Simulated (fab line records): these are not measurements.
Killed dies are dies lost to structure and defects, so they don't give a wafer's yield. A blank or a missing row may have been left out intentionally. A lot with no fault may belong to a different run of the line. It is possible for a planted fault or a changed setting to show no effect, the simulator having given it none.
Comparing a struck lot with a sound one -- flow sfq-line -- 17 steps out of a route of 325
Sound: wafers L565.3, L565.5, L565.6. Wafers struck: L573.1, L573.4, L573.5. The cause is given at the end.
At each step with rows: each side's tool, then ch and its chambers, then its first start. Under that, the readings that differ: sound wafers -- struck wafers -- difference of the means -- sigmas: that difference in standard deviations of wafers without a fault.
alike: same words and numbers on both sides, and readings whose means sit less than 2 such deviations apart. not compared: any withheld reading, any reading some wafer has no value for, any bound like >300 that may hide the same value, and any number with overlapping values for which the record gives no deviation.
A row with sigmas, a row that says differs or no value, or rows on one side alone: a step with any of these is where the two part. Numbers that have no deviation but don't overlap get no sigmas and don't part them. A reading missing from all wafers of one side parts the sides only when that side holds two or more wafers.

SFQ_TRILAYER_I3_VIA_BARC_OPEN_VIA_ETCH_121: etches BARC in O2, target depth 125 nm, time 41.7 s.
  sound on rie-diel-04 ch 1,3, day 41 04:59; struck on rie-diel-01 ch 0,1, day 44 16:05
  alike: bias-w, drypump-motor-current-A, oes-product-au
  not compared: rf-hours-counter-h
SFQ_TRILAYER_I3_VIA_ETCH_VIA_ETCH_088: etches SiO2 in CHF3, stops on Nb, target depth 260 nm.
  sound on rie-diel-04 ch 1,3, day 41 05:01; struck on rie-diel-01 ch 0,1, day 44 16:08
  alike: bias-w, drypump-motor-current-A, oes-product-au
SFQ_TRILAYER_I3_VIA_STRIP_STRIP_089: strips in O2.
  sound on rie-metal-01 ch 0,1, day 41 05:20; struck on rie-metal-04 ch 0,1, day 44 16:14
  alike: drypump-motor-current-A, oes-product-au
  not compared: rf-hours-counter-h
then, 2 steps without rows for these wafers: SFQ_TRILAYER_I3_VIA_STRIP_SOLV_CLEAN_090 (cleans in NMP, time 600 s); SFQ_TRILAYER_M4_DEP_PRE_CLEAN_092 (time 22.5 s).
SFQ_TRILAYER_M4_DEP_SPUTTER_091: material Nb, target thk 200 nm, time 133.3 s.
  sound on pvd-sputter-04 at day 41 05:56; struck on pvd-sputter-06 at day 44 17:03
  alike: throttle-valve-pct
SFQ_M4_RS_MEAS_924: uses a four-point probe to measure.
  sound on film-metro-02 at day 41 06:04; struck on film-metro-02 at day 44 17:08
  alike: M4_NB_RS
then, 4 steps without rows for these wafers: SFQ_TRILAYER_M4_LITHO_COAT_098 (resist thk 62 nm); SFQ_TRILAYER_M4_LITHO_COAT_093 (resist thk 600 nm); SFQ_TRILAYER_M4_LITHO_SOFTBAKE_097; SFQ_TRILAYER_M4_LITHO_EXPOSE_094 (exposes mask M4, target cd 500 nm).
SFQ_TRILAYER_M4_LITHO_PEB_096: peb time 60 s.
  sound on litho-track-03 ch 0, day 41 08:54; struck on litho-track-03 ch 0, day 45 08:40
then, 1 step without rows for these wafers: SFQ_TRILAYER_M4_LITHO_DEVELOP_095 (time 60 s).
SFQ_M4_OVL_MEAS_926:
  sound on overlay-01 at day 41 09:10; struck on overlay-02 at day 45 08:58
reading,sound,struck,difference,sigmas
M4_OVL (nm),-16 -16 -16,-8 -1 -5,+11,+2
SFQ_TRILAYER_M4_BARC_OPEN_METAL_ETCH_123: etches BARC in O2, target depth 125 nm, time 41.7 s.
  sound on rie-metal-03 ch 0,1, day 41 09:12; struck on rie-metal-01 ch 0,1, day 45 08:59
reading,sound,struck,difference,sigmas
drypump-motor-current-A (A),6.5 6.6 6.3,5.5 5.6 5.3,-1.0,-2
model.M4.cd-nm (nm),503.6 502.6 500.3,449.6 448.9 452.4,-51.9,
  alike: bias-w, oes-product-au
  not compared: rf-hours-counter-h
SFQ_TRILAYER_M4_ETCH_METAL_ETCH_096: etches Nb in Cl2/Ar, stops on SiO2, target depth 240 nm, time 120 s.
  sound on rie-metal-03 ch 0,1, day 41 09:17; struck on rie-metal-01 ch 0,1, day 45 09:03
reading,sound,struck,difference,sigmas
drypump-motor-current-A (A),6.6 6.6 6.2,5.6 5.6 5.3,-1.0,-2
model.M4.cd-nm (nm),498.9 498.6 497.2,450.8 449.9 448.7,-48.4,
  alike: bias-w, oes-product-au
  not compared: rf-hours-counter-h
SFQ_TRILAYER_M4_STRIP_STRIP_097: strips in O2.
  sound on rie-metal-03 ch 0,1, day 41 09:34; struck on rie-metal-01 ch 0,1, day 45 09:11
reading,sound,struck,difference,sigmas
drypump-motor-current-A (A),6.6 6.6 6.2,5.6 5.6 5.3,-1.0,-2
  alike: oes-product-au
  not compared: rf-hours-counter-h

## WHERE THEY PART
Earliest at SFQ_M4_OVL_MEAS_926; latest, in this record, at SFQ_TRILAYER_M4_STRIP_STRIP_097.

WHY: what the simulator had put in
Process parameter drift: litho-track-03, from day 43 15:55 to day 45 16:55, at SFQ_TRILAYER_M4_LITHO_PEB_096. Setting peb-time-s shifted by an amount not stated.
